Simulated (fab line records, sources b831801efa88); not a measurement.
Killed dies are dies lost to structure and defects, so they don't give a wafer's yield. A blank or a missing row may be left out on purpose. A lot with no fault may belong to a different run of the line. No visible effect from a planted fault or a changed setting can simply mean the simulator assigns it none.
Matching of chambers ; flow sky130 ; SKY_VIA3_CMP_02 on cmp-01: 4 sister chambers
The step polishes SiO2. 14 wafers are shown with their chamber, then 7 later ones without.

## WAFERS WITH THEIR CHAMBER
wafer;chamber;motorCurrentA (A);slurryFilterDpKPa (kPa);edgeZonePressureFrac
L905.3;0;11.3;13.42;1.005
L905.4;2;12.4;13.64;0.999
L905.5;1;13.6;13.69;0.996
L904.1;3;11.2;13.58;1.005
L904.2;0;11.1;13.32;0.993
L904.5;2;13.3;13.61;1.005
L906.2;0;11.2;13.62;1.005
L906.3;1;13.5;13.38;1.003
L906.5;1;13.1;13.59;0.999
L918.1;2;12.7;13.48;0.993
L918.3;3;11.7;13.66;0.999
L918.5;1;13.6;13.42;1.002
L917.2;0;10.1;13.55;1.004
L917.5;2;13.5;13.28;1.003

SIGNATURES (averages over the wafers above)
reading;chamber 0;chamber 1;chamber 2;chamber 3;scatter within a chamber
motorCurrentA;10.925;13.450;12.975;11.450;0.448
slurryFilterDpKPa;13.4775;13.5200;13.5025;13.6200;0.142
edgeZonePressureFrac;1.00175;1.00000;1.00000;1.00200;0.00485
Rule: for each reading, subtract the chamber's mean from the wafer's reading, divide by that reading's scatter and square the result; add these up over the readings and take the root, which gives the wafer's distance from the chamber. The wafer belongs to the nearest chamber; if the next one is less than 2 further off, it can't be placed. How the scatter is found: for the shown wafers, subtract from each reading the mean of its chamber, square and add these, divide the total by (wafers less chambers), then take the root.

## WAFERS WITH NO CHAMBER GIVEN
wafer;motorCurrentA (A);slurryFilterDpKPa (kPa);edgeZonePressureFrac
L917.6;11.2;13.70;1.005
L921.1;13.3;13.45;1.004
L921.5;12.7;13.71;1.000
L921.6;11.7;13.35;1.002
L923.1;11.4;13.46;0.996
L923.4;13.1;13.42;1.001
L923.6;12.5;13.45;1.000

## WHICH CHAMBER EACH ONE RAN IN
wafer;from the rows above;in truth
L917.6;can't be placed: 3 or 0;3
L921.1;can't be placed: 1 or 2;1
L921.5;can't be placed: 2 or 1 or 3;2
L921.6;can't be placed: 0 or 3 or 2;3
L923.1;can't be placed: 0 or 3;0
L923.4;can't be placed: 2 or 1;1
L923.6;can't be placed: 2 or 1 or 3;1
Correct placement for 0 of the 7. Unplaceable from these rows: 7, with the true chamber sitting among the candidates in 7. Wrongly placed: 0.
